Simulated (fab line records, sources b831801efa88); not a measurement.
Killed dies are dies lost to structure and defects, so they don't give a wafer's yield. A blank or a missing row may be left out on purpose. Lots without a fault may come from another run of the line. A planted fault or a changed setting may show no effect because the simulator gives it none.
Problem report in the 8D (eight disciplines) form, filled by code | flow gf180mcu | the parts of the form that need people (team, actions taken, sign-off) are left out

1. THE PROBLEM
zone_power_upper_pct at GF_DUAL_GATE_OXIDATION_15 reads a mean of 19.64 % on 9 wafers of 3 lots; wafers without a fault read 14.90 % with a standard deviation of 0.16. That is +30 standard deviations from the usual mean.
The step: stabilise 600 s, purge 300 s, target thk 7.098 nm.
First seen on wafer L879.2, day 10 05:58, on furnace-01. The record holds 21 wafers of 7 lots with a number at this step. Rule for "out", or "out of limits": more than 4 standard deviations from the usual mean. The other wafers with a number count as sound.

2. WHAT IT IS AND WHAT IT IS NOT
question                    | is                                                                                   | is not
which readings at this step | zone_power_upper_pct, spike_tc_centre_C, zone_power_centre_pct, zone_power_lower_pct | -
which lots                  | L879, L880, L881                                                                     | L877, L892, L894, L895
which wafers of those lots  | all that have a number                                                               | -
read on which tools         | furnace-01                                                                           | furnace-02
when                        | from day 10 05:58                                                                    | up to then (3 sound wafers); but 9 sound wafers of L892, L894, L895 came after

3. SUSPECTS, AND WHAT RULES EACH OUT
Counting: a tool at a process step up to the reading stays a suspect if it ran every lot that is out and no sound lot after the first of them.
- furnace-01 at GF_DUAL_GATE_OXIDATION_15 (stabilise 600 s, purge 300 s, target thk 7.098 nm): ruled out as a lasting fault. Sound lots L895 ran on it after its first lot that is out, L879 (day 10 05:58).
Left after counting: nothing in the record.

4. THE CAUSE (what the simulator had put in)
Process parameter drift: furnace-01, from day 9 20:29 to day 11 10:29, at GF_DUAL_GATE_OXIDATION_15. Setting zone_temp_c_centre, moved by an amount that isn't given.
Counting ruled it out, wrongly.

5. THE CHAIN OF EFFECTS, in route order
Each row: a reading whose mean over the struck wafers that have a number lies more than 3 standard deviations from the usual. Only readings for which the record gives a usual standard deviation are gone through. hours: the time from each lot's start at the first step in this table that gives one to its start at this step, as a median over the lots. sigmas: the change in usual standard deviations.
hours | step                      | reading               | usual   | on struck wafers | change | sigmas
0     | GF_DUAL_GATE_OXIDATION_15 | spike_tc_centre_C     | 849.9 C | 819.6            | -30.3  | -30
0     | GF_DUAL_GATE_OXIDATION_15 | spike_tc_lower_C      | 850.0 C | 854.5            | +4.5   | +4.1
0     | GF_DUAL_GATE_OXIDATION_15 | spike_tc_upper_C      | 849.8 C | 854.1            | +4.3   | +4.5
0     | GF_DUAL_GATE_OXIDATION_15 | zone_power_centre_pct | 17.8 %  | 6.9              | -10.9  | -23
0     | GF_DUAL_GATE_OXIDATION_15 | zone_power_lower_pct  | 16.5 %  | 23.0             | +6.5   | +7.4
0     | GF_DUAL_GATE_OXIDATION_15 | zone_power_upper_pct  | 14.90 % | 19.64            | +4.74  | +30
The process steps in it:
- GF_DUAL_GATE_OXIDATION_15: stabilise 600 s, purge 300 s, target thk 7.098 nm.

6. WHAT WOULD HAVE CAUGHT IT SOONER
In this record the first reading out of limits was taken at day 10 05:58, 9 hours after the fault began at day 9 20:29.
